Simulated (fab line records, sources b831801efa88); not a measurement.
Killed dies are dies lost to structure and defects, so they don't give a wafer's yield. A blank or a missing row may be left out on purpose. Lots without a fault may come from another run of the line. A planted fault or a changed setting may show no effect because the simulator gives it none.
Which tool did it? | flow gf180mcu | 14 lots, 42 wafers sampled, at 2 steps of a route of 602

WHAT THE GAUGES READ, wafer by wafer
GF_V2_CD_MEAS_14: target cd 260 nm. Usual: cd_nm 260.1 nm, standard deviation 1.3.
lot  | measured     | on        | cd_nm (nm)        | flag
L582 | day 21 00:59 | cd_sem-01 | 258.6 258.3 258.2 |
L583 | day 21 18:30 | cd_sem-02 | 260.8 260.8 261.2 |
L584 | day 22 07:48 | cd_sem-02 | 262.8 263.0 262.3 |
L585 | day 22 08:41 | cd_sem-02 | 260.0 261.2 260.3 |
L587 | day 23 06:13 | cd_sem-01 | 258.8 260.3 259.2 |
L588 | day 23 13:15 | cd_sem-02 | 259.2 259.5 259.0 |
L589 | day 23 21:17 | cd_sem-01 | 259.1 259.5 259.9 |
L590 | day 24 05:20 | cd_sem-01 | 259.4 259.4 259.0 |
L591 | day 24 13:12 | cd_sem-02 | 260.4 261.3 260.5 |
L592 | day 24 19:27 | cd_sem-01 | 259.2 260.2 260.3 |
L596 | day 26 01:58 | cd_sem-01 | 260.5 261.6 261.1 |
L597 | day 26 06:30 | cd_sem-01 | 262.2 262.0 261.8 |
L603 | day 28 08:48 | cd_sem-02 | 259.0 261.3 259.7 |
L604 | day 28 17:19 | cd_sem-01 | 258.1 257.5 258.3 |

WHICH TOOL RAN EACH LOT (tool, then ch and the chambers of the sampled wafers, then the start)
lot  | GF_DNWELL_DEVELOP_06
L582 | litho_track-03 ch 0, day 3 01:00
L583 | litho_track-03 ch 0, day 3 10:00
L584 | litho_track-03 ch 0, day 3 14:00
L585 | litho_track-03 ch 0, day 3 18:00
L587 | litho_track-02 ch 0, day 4 05:00
L588 | litho_track-03 ch 0, day 4 09:00
L589 | litho_track-02 ch 0, day 4 15:00
L590 | litho_track-02 ch 0, day 4 19:00
L591 | litho_track-02 ch 0, day 5 00:00
L592 | litho_track-01 ch 0, day 5 05:00
L596 | litho_track-02 ch 0, day 6 02:00
L597 | litho_track-02 ch 0, day 6 06:00
L603 | litho_track-03 ch 0, day 7 21:00
L604 | litho_track-01 ch 0, day 8 03:00
- GF_DNWELL_DEVELOP_06: develop time 60 s.

WHAT THE TOOLS THEMSELVES READ (means of the sampled wafers that have a number; where no wafer has one, the mark that the record gives instead)
The record holds no such reading with a usual standard deviation.

THE ANSWER, worked out from the rows above alone
Rule: a lot is off if the mean of its wafers that have a number lies more than 3 standard deviations from the usual mean. A lot without any number at a reading at which 4 lots or more have one is off too. The other lots that the step has rows for count as sound. The gauges are gone through in route order, then the tools' own readings, and for those a lot's mean is taken as printed above. The first step at which some lot is off is used, and at that step the reading that is off furthest; a lot without a number counts as furthest.
No lot is off at any reading shown: from this, nothing can be told.

WHAT THE SIMULATOR HAD PUT IN
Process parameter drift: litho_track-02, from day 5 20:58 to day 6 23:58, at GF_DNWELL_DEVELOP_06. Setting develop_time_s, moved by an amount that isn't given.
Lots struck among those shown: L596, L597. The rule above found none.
